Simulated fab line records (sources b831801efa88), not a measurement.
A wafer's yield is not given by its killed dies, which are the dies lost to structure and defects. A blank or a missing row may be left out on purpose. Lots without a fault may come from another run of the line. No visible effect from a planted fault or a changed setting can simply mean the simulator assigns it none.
The tool behind it: which one? | flow gf180mcu | route of 602 steps, sampled at 1 step: 7 lots, 21 wafers

== WHAT THE GAUGES SHOWED, per wafer ==
GF_HV_LDD_OVL_MEAS_20.
lot  | measured     | on         | HV_LDD_01_OVL (nm)
L302 | day 10 20:50 | overlay-01 | -0.1 1.1 0.0
L304 | day 11 09:51 | overlay-01 | 1.1 2.1 2.6
L307 | day 12 14:26 | overlay-02 | 3.4 2.4 4.5
L312 | day 14 07:24 | overlay-01 | 1.5 0.0 1.6
L315 | day 15 05:47 | overlay-01 | 1.0 1.7 2.3
L320 | day 16 18:26 | overlay-01 | -0.9 1.2 0.6
L324 | day 17 22:38 | overlay-01 | 0.0 -0.4 1.6

== WHICH TOOL RAN EACH LOT (tool, then ch and the chambers of the sampled wafers, then the start) ==
No process step before these readings appears in the record.

== THE ANSWER, worked out from the rows above alone ==
Rule: what is usual is taken from the lots themselves. Put in order of their means at a reading, lots are off if they are a third of the lots or fewer, leave a main group of 4 or more, and stand apart from it by a gap of 3 or more times the standard deviation of the main group's means; of several such gaps the widest counts. The tables above print the reading to a certain number of digits; a main group whose means all agree to those digits is not used. A lot without any number at a reading at which 4 lots or more have one is off too. Where the step has rows for the other lots, those lots are counted as sound.
None of the lots is off at any reading shown; this tells nothing.

== WHAT WAS PUT IN BY THE SIMULATOR ==
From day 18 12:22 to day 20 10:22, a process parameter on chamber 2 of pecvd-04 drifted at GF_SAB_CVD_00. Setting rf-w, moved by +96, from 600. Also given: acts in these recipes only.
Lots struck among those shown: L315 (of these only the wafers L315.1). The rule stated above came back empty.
